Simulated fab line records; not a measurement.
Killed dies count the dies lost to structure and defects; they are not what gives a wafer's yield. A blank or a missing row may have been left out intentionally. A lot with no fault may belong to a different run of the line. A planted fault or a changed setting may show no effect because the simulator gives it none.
Which of the tools did it? :: flow gf180mcu :: 11 lots, 33 wafers sampled, at 2 steps of a route of 602

== WHAT THE GAUGES READ, wafer by wafer ==
GF_TOP_METAL_THK_MEAS_06: measures by xrf.
lot: L245
measured: day 27 09:04
on: film metro-01
TOP_METAL_ALCU_THK (nm): 902 907 903

lot: L247
measured: day 27 23:56
on: film metro-01
TOP_METAL_ALCU_THK (nm): 914 906 915

lot: L254
measured: day 30 11:05
on: film metro-02
TOP_METAL_ALCU_THK (nm): 889 881 896

lot: L257
measured: day 31 01:45
on: film metro-02
TOP_METAL_ALCU_THK (nm): 901 894 886

lot: L258
measured: day 31 09:05
on: film metro-01
TOP_METAL_ALCU_THK (nm): 886 895 891

lot: L260
measured: day 31 22:36
on: film metro-02
TOP_METAL_ALCU_THK (nm): 887 903 901

lot: L264
measured: day 32 19:28
on: film metro-04
TOP_METAL_ALCU_THK (nm): 904 893 885

lot: L265
measured: day 33 01:26
on: film metro-02
TOP_METAL_ALCU_THK (nm): 878 885 888

lot: L266
measured: day 33 03:43
on: film metro-02
TOP_METAL_ALCU_THK (nm): 905 906 885

lot: L267
measured: day 33 09:58
on: film metro-01
TOP_METAL_ALCU_THK (nm): 872 898 879

lot: L268
measured: day 33 16:16
on: film metro-01
TOP_METAL_ALCU_THK (nm): 881 887 887

== TOOL THAT RAN EACH LOT (tool first, then ch and the chambers of the sampled wafers, then the start) ==
lot: L245
GF_TOP_METAL_SPUTTER_00: pvd sputter-02, day 27 08:44

lot: L247
GF_TOP_METAL_SPUTTER_00: pvd sputter-01, day 27 23:35

lot: L254
GF_TOP_METAL_SPUTTER_00: pvd sputter-04, day 30 10:44

lot: L257
GF_TOP_METAL_SPUTTER_00: pvd sputter-04, day 31 01:25

lot: L258
GF_TOP_METAL_SPUTTER_00: pvd sputter-02, day 31 08:44

lot: L260
GF_TOP_METAL_SPUTTER_00: pvd sputter-01, day 31 22:16

lot: L264
GF_TOP_METAL_SPUTTER_00: pvd sputter-01, day 32 19:08

lot: L265
GF_TOP_METAL_SPUTTER_00: pvd sputter-01, day 33 01:05

lot: L266
GF_TOP_METAL_SPUTTER_00: pvd sputter-02, day 33 03:22

lot: L267
GF_TOP_METAL_SPUTTER_00: pvd sputter-01, day 33 09:38

lot: L268
GF_TOP_METAL_SPUTTER_00: pvd sputter-04, day 33 15:55
- GF_TOP_METAL_SPUTTER_00: material Ti, target thk 37.5 nm, time 150 s.

== AS READ BY THE TOOLS THEMSELVES (means over the sampled wafers that have a number; for cases with no such wafer, the mark the record gives instead) ==
GF_TOP_METAL_SPUTTER_00.
lot: L245
tool: pvd sputter-02
throttle valve pct (%): 30.8

lot: L247
tool: pvd sputter-01
throttle valve pct (%): 31.2

lot: L254
tool: pvd sputter-04
throttle valve pct (%): 29.2

lot: L257
tool: pvd sputter-04
throttle valve pct (%): 29.1

lot: L258
tool: pvd sputter-02
throttle valve pct (%): 29.8

lot: L260
tool: pvd sputter-01
throttle valve pct (%): 30.7

lot: L264
tool: pvd sputter-01
throttle valve pct (%): 30.2

lot: L265
tool: pvd sputter-01
throttle valve pct (%): 30.9

lot: L266
tool: pvd sputter-02
throttle valve pct (%): 30.3

lot: L267
tool: pvd sputter-01
throttle valve pct (%): 29.9

lot: L268
tool: pvd sputter-04
throttle valve pct (%): 28.7

== THE ANSWER, worked out from the rows above alone ==
Rule: what is usual is taken from the lots themselves. The widest of any qualifying gaps counts: lots, ordered by their means at a reading, are off when they make up no more than a third of the lots, leave a main group of 4 or more, and stand apart from it by 3 or more times the standard deviation of that group's means. If all means in a main group match to the digits the tables above print for the reading, that group is not used. A lot without any number at a reading at which 4 lots or more have one is off too. The other lots that the step has rows for count as sound. After the gauges, taken in route order, come the tools' own readings; for these a lot's mean is taken, as printed above. The first step at which some lot is off is used, and at that step the reading that is off furthest; a lot without a number counts as furthest.
None of the lots is off at any reading shown; this tells nothing.

== WHAT THE SIMULATOR HAD PUT IN ==
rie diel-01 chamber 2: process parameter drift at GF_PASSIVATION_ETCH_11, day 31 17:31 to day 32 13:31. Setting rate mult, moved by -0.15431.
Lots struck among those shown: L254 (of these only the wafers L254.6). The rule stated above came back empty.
